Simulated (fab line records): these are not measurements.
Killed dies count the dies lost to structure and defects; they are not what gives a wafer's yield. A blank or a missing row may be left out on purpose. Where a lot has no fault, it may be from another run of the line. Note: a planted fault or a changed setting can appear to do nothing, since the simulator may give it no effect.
Which tool is to blame? ; flow sky130 ; 36 wafers from 12 lots sampled at 5 of the route's 708 steps

## WHAT THE GAUGES SHOWED, per wafer
SKY_VT_ADJUST_NCORE_TW_MEAS_11. Usual: VT_ADJUST_NCORE_TW gives 218.5 (standard deviation 2.5).
lot;measured;on;VT_ADJUST_NCORE_TW;flag
L256;day 8 23:29;film metro-01;220.7 220.7 220.2;
L257;day 9 01:57;film metro-02;216.4 217.2 217.9;
L258;day 9 06:40;film metro-02;218.3 218.5 218.4;
L259;day 9 19:58;film metro-02;217.6 218.4 218.6;
L261;day 10 05:32;film metro-02;194.7 195.6 195.8;OFF
L262;day 10 14:39;film metro-01;196.3 197.1 196.3;OFF
L265;day 11 13:25;film metro-03;216.8 218.9 216.7;
L272;day 13 18:17;film metro-01;222.5 223.1 222.8;
L273;day 14 01:55;film metro-01;223.1 222.0 221.6;
L276;day 14 17:43;film metro-01;222.0 221.2 222.1;
L277;day 15 06:26;film metro-03;216.1 215.0 215.8;
L278;day 15 11:03;film metro-01;221.2 221.0 220.3;

SKY_SONOS_TUNNEL_OVL_MEAS_08. Usual: SONOS_TUNNEL_OVL gives -0.5 nm (standard deviation 1.5).
lot;measured;on;SONOS_TUNNEL_OVL (nm);flag
L256;day 11 18:13;overlay-01;-2.5 -2.1 -0.9;
L257;day 11 23:05;overlay-02;1.0 1.1 1.7;
L258;day 12 03:54;overlay-02;-1.5 0.5 -1.7;
L259;day 12 17:45;overlay-02;1.5 -0.3 -0.4;
L261;day 13 04:26;overlay-02;-2.2 -1.1 -0.9;
L262;day 13 15:52;overlay-01;0.7 -0.5 0.4;
L265;day 14 16:49;overlay-01;0.4 -0.2 0.5;
L272;day 17 05:15;overlay-01;-1.6 2.0 1.2;
L273;day 17 12:33;overlay-01;1.9 2.1 1.8;
L276;day 18 06:50;overlay-02;1.1 0.4 0.6;
L277;day 18 20:45;overlay-02;1.1 2.9 -0.6;
L278;day 19 02:57;overlay-01;-2.9 -3.0 -2.6;

SKY_LDD_P_OVL_MEAS_08. Usual: LDD_P_OVL gives -1.9 nm (standard deviation 1.4).
lot;measured;on;LDD_P_OVL (nm);flag
L256;day 19 07:58;overlay-01;-0.3 0.1 -0.1;
L257;day 19 14:09;overlay-01;0.8 -2.0 -1.5;
L258;day 19 22:19;overlay-01;-2.3 -1.0 -4.9;
L259;day 20 12:50;overlay-01;-1.8 -1.5 -1.9;
L261;day 21 01:43;overlay-02;-5.3 -3.9 -3.4;
L262;day 21 15:07;overlay-02;-2.1 -3.4 -2.5;
L265;day 22 18:04;overlay-02;-1.4 -2.2 -2.2;
L272;day 25 10:05;overlay-02;-1.1 -1.0 -0.2;
L273;day 25 17:46;overlay-01;-0.6 -1.6 -1.2;
L276;day 26 11:41;overlay-02;-0.1 -2.6 -0.7;
L277;day 27 00:51;overlay-02;-4.1 -4.1 -4.6;
L278;day 27 07:07;overlay-02;-3.2 -3.3 -2.8;

## EACH LOT AND THE TOOL THAT RAN IT (in order: tool; ch and the chambers of the sampled wafers; start)
lot;SKY_VT_ADJUST_NCORE_IMPLANT_09;SKY_POLY_GATE_STRIP_18
L256;implanter-03 ch 0, day 8 23:16;plasma asher-03 ch 0,1, day 16 17:25
L257;implanter-02 ch 0, day 9 01:43;plasma asher-01 ch 0,1, day 16 23:31
L258;implanter-03 ch 0, day 9 06:28;plasma asher-02 ch 0,1, day 17 05:44
L259;implanter-02 ch 0, day 9 19:43;plasma asher-03 ch 0,1, day 17 20:59
L261;implanter-02 ch 0, day 10 05:17;plasma asher-02 ch 0,1, day 18 09:00
L262;implanter-02 ch 0, day 10 14:25;plasma asher-01 ch 1, day 18 23:10
L265;implanter-03 ch 0, day 11 13:13;plasma asher-03 ch 0,1, day 20 03:11
L272;implanter-04 ch 0, day 13 18:02;plasma asher-01 ch 0,1, day 22 19:40
L273;implanter-04 ch 0, day 14 01:40;plasma asher-03 ch 0,1, day 23 03:49
L276;implanter-02 ch 0, day 14 17:28;plasma asher-02 ch 0,1, day 23 22:52
L277;implanter-03 ch 0, day 15 06:11;plasma asher-01 ch 0,1, day 24 09:10
L278;implanter-04 ch 0, day 15 10:49;plasma asher-01 ch 0,1, day 24 17:37
- SKY_VT_ADJUST_NCORE_IMPLANT_09
- SKY_POLY_GATE_STRIP_18: strips in O2/N2.

## WHAT THE TOOLS THEMSELVES READ (means of the sampled wafers that have a number; where no wafer has one, the mark that the record gives instead)
SKY_VT_ADJUST_NCORE_IMPLANT_09. Usual: dose ions cm2 2.3997e+12, standard deviation 2.8e+09; end station pressure torr 5.03e-06 Torr, standard deviation 2.7e-07; faraday current uA 13.54, standard deviation 0.26.
lot;tool;dose ions cm2;end station pressure torr (Torr);faraday current uA;flag
L256;implanter-03;2.3969e+12;5.03e-06;13.47;
L257;implanter-02;2.4002e+12;4.97e-06;13.66;
L258;implanter-03;2.3963e+12;5.10e-06;13.45;
L259;implanter-02;2.3996e+12;5.08e-06;13.72;
L261;implanter-02;1.5904e+12;4.96e-06;9.03;OFF
L262;implanter-02;1.5904e+12;5.00e-06;9.13;OFF
L265;implanter-03;2.3962e+12;5.10e-06;13.41;
L272;implanter-04;2.4000e+12;4.83e-06;13.21;
L273;implanter-04;2.4025e+12;5.10e-06;13.64;
L276;implanter-02;2.4012e+12;4.85e-06;13.45;
L277;implanter-03;2.4001e+12;5.01e-06;13.41;
L278;implanter-04;2.4022e+12;4.99e-06;13.55;

SKY_POLY_GATE_STRIP_18. Usual: drypump motor current A 5.6 A, standard deviation 0.36; n2 flow sccm 300.0 sccm, standard deviation 0.83; oes product au 0.360 a.u., standard deviation 0.0047; strip time to endpoint s 3.16 s, standard deviation 0.033.
lot;tool;drypump motor current A (A);n2 flow sccm (sccm);oes product au (a.u.);strip time to endpoint s (s);flag
L256;plasma asher-03;5.4;299.9;0.361;3.16;
L257;plasma asher-01;6.0;299.7;0.356;3.14;
L258;plasma asher-02;5.4;300.6;0.356;3.14;
L259;plasma asher-03;5.5;300.9;0.356;3.13;
L261;plasma asher-02;5.4;300.3;0.361;3.14;
L262;plasma asher-01;6.2;300.0;0.361;3.16;
L265;plasma asher-03;5.7;299.9;0.362;3.15;
L272;plasma asher-01;5.9;299.9;0.363;3.14;
L273;plasma asher-03;5.7;299.8;0.359;3.16;
L276;plasma asher-02;5.4;299.7;0.364;3.16;
L277;plasma asher-01;5.7;300.3;0.361;3.20;
L278;plasma asher-01;5.7;300.0;0.366;3.14;

## THE ANSWER, worked out from the rows above alone
Rule: take the mean of a lot's wafers that have a number; if it is more than 3 standard deviations from the usual mean, the lot is off. Also off: a lot with no number at a reading for which 4 or more lots have one. Where the step has rows for the other lots, those lots are counted as sound. First the gauges in route order, then the tools' own readings, where a lot's mean is used as printed above. The first step at which some lot is off is used, and at that step the reading that is off furthest; a lot without a number counts as furthest.
Off: L261, L262, seen at SKY_VT_ADJUST_NCORE_TW_MEAS_11 (VT_ADJUST_NCORE_TW).
A tool fits if, at a process step before that reading, it ran every lot that is off, and no sound lot after the first of them. Not tried: the gauges at SKY_VT_ADJUST_NCORE_TW_MEAS_11; whatever is off there is also off at SKY_VT_ADJUST_NCORE_IMPLANT_09, on other tools, and gauge error can't account for it. No candidate that was tried fits.

## WHAT THE SIMULATOR HAD INSERTED
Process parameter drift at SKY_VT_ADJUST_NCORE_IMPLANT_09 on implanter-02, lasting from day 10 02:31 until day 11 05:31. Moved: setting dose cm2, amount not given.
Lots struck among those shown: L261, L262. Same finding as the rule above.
